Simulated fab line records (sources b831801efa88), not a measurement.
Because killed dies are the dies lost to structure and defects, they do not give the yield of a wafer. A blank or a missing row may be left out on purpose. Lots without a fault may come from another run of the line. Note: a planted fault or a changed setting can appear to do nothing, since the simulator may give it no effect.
Shared-tool check -- flow sky130 -- Sampled: 12 lots, 36 wafers

## WHAT PROMPTED THE OPENING
SKY_SD_P_OVL_MEAS_08, reading SD_P_OVL: flagged on 2 of 12 lots. Wafers without a fault read -1.2 nm, standard deviation 1.6.
Rule: a lot gets a flag if all its wafers with a number sit over 4 standard deviations from that mean, or if no wafer of it has a number. The other lots count as sound.

lot,measured,on,"SD_P_OVL (nm), wafer by wafer",flag
L193,day 25 04:48,overlay-02,-2.2 -2.5 -2.7,
L194,day 26 02:26,overlay-01,1.4 -0.8 -0.5,
L195,day 26 02:43,overlay-01,-0.9 -0.2 -0.3,
L196,day 26 20:04,overlay-01,-4.0 -3.0 -4.6,
L197,day 26 21:16,overlay-01,-0.5 -1.6 0.1,
L198,day 27 14:19,overlay-01,1.2 2.0 1.2,
L199,day 27 16:50,overlay-01,1.0 -0.4 -0.2,
L200,day 28 00:58,overlay-02,-1.7 -1.7 -3.7,
L206,day 30 01:30,overlay-02,68.8 68.4 69.3,FLAGGED
L210,day 31 12:21,overlay-01,72.1 68.9 70.2,FLAGGED
L214,day 32 09:44,overlay-02,-1.1 -2.8 -2.1,
L216,day 33 06:22,overlay-02,-2.4 -0.2 -2.6,
The mean of the flagged lots' numbers is 69.6 nm, +70.8 nm from the usual (+44 standard deviations).

## WHICH TOOL RAN EACH LOT
2 process steps preceding the reading are held in the record, out of 708 steps in the route. Read each cell as the tool, then ch plus the chambers that the sampled wafers visited, then the start.
lot,flag,SKY_POLY_CUT_ETCH_10,SKY_SD_P_EXPOSE_04
L193,,"rie-diel-01 ch 0,3, day 23 22:56","iline-stepper-02 ch 0, day 24 14:38"
L194,,"rie-diel-02 ch 0,1,2, day 24 20:13","iline-stepper-02 ch 0, day 25 11:41"
L195,,"rie-diel-01 ch 1,2, day 24 20:35","iline-stepper-02 ch 0, day 25 11:55"
L196,,"rie-diel-01 ch 0,1,3, day 25 15:16","iline-stepper-02 ch 0, day 26 06:04"
L197,,"rie-diel-03 ch 0,3, day 25 16:17","iline-stepper-02 ch 0, day 26 07:28"
L198,,"rie-diel-03 ch 0,1,3, day 26 10:19","iline-stepper-01 ch 0, day 27 00:02"
L199,,"rie-diel-01 ch 1,3, day 26 13:04","iline-stepper-02 ch 0, day 27 02:40"
L200,,"rie-diel-03 ch 0,2,3, day 26 21:05","iline-stepper-02 ch 0, day 27 11:26"
L206,FLAGGED,"rie-diel-03 ch 1,2,3, day 28 21:16","iline-stepper-02 ch 0, day 29 11:37"
L210,FLAGGED,"rie-diel-02 ch 0,1,2, day 30 09:37","iline-stepper-02 ch 0, day 30 22:41"
L214,,"rie-diel-01 ch 0,1,3, day 31 07:08","iline-stepper-01 ch 0, day 31 20:31"
L216,,"rie-diel-03 ch 2,3, day 32 03:25","iline-stepper-01 ch 0, day 32 17:35"
What the steps here do:
- SKY_POLY_CUT_ETCH_10: etches BARC in N2/H2, stops on SiO2, time 45.9 s, target depth 60 nm.
- SKY_SD_P_EXPOSE_04: exposes mask PSDM, target cd 380 nm.
- SKY_SD_P_OVL_MEAS_08

## FLAGGED AGAINST TOTAL, ONE TOOL AT A TIME (gauges that did the reading follow at the end)
step,tool,lots run,flagged,share of the flagged lots,sound lots run after its first flagged lot
SKY_POLY_CUT_ETCH_10,rie-diel-01,5,0,none,-
SKY_POLY_CUT_ETCH_10,rie-diel-02,2,1,some,0
SKY_POLY_CUT_ETCH_10,rie-diel-03,5,1,some,1 (L216)
SKY_SD_P_EXPOSE_04,iline-stepper-01,3,0,none,-
SKY_SD_P_EXPOSE_04,iline-stepper-02,9,2,all,0
SKY_SD_P_OVL_MEAS_08,overlay-01,7,1,some,0
SKY_SD_P_OVL_MEAS_08,overlay-02,5,1,some,"2 (L214,L216)"

## WHAT IS ALLOWED BY THE TABLE
1 row of the table ran every flagged lot: iline-stepper-02 at SKY_SD_P_EXPOSE_04.
- iline-stepper-02 at SKY_SD_P_EXPOSE_04: 2 of its 9 lots flagged. Its last sound lot is L200 (day 27 11:26), its first flagged lot L206 (day 29 11:37): a fault that began between those two fits.
One tool is left: iline-stepper-02 at SKY_SD_P_EXPOSE_04.

## WHAT HAD BEEN PUT IN BY THE SIMULATOR
Scanner matching overlay: iline-stepper-02, from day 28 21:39 on, at SKY_SD_P_EXPOSE_04. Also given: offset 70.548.
Lots struck among those shown: L206, L210. The same result came from the rule above.
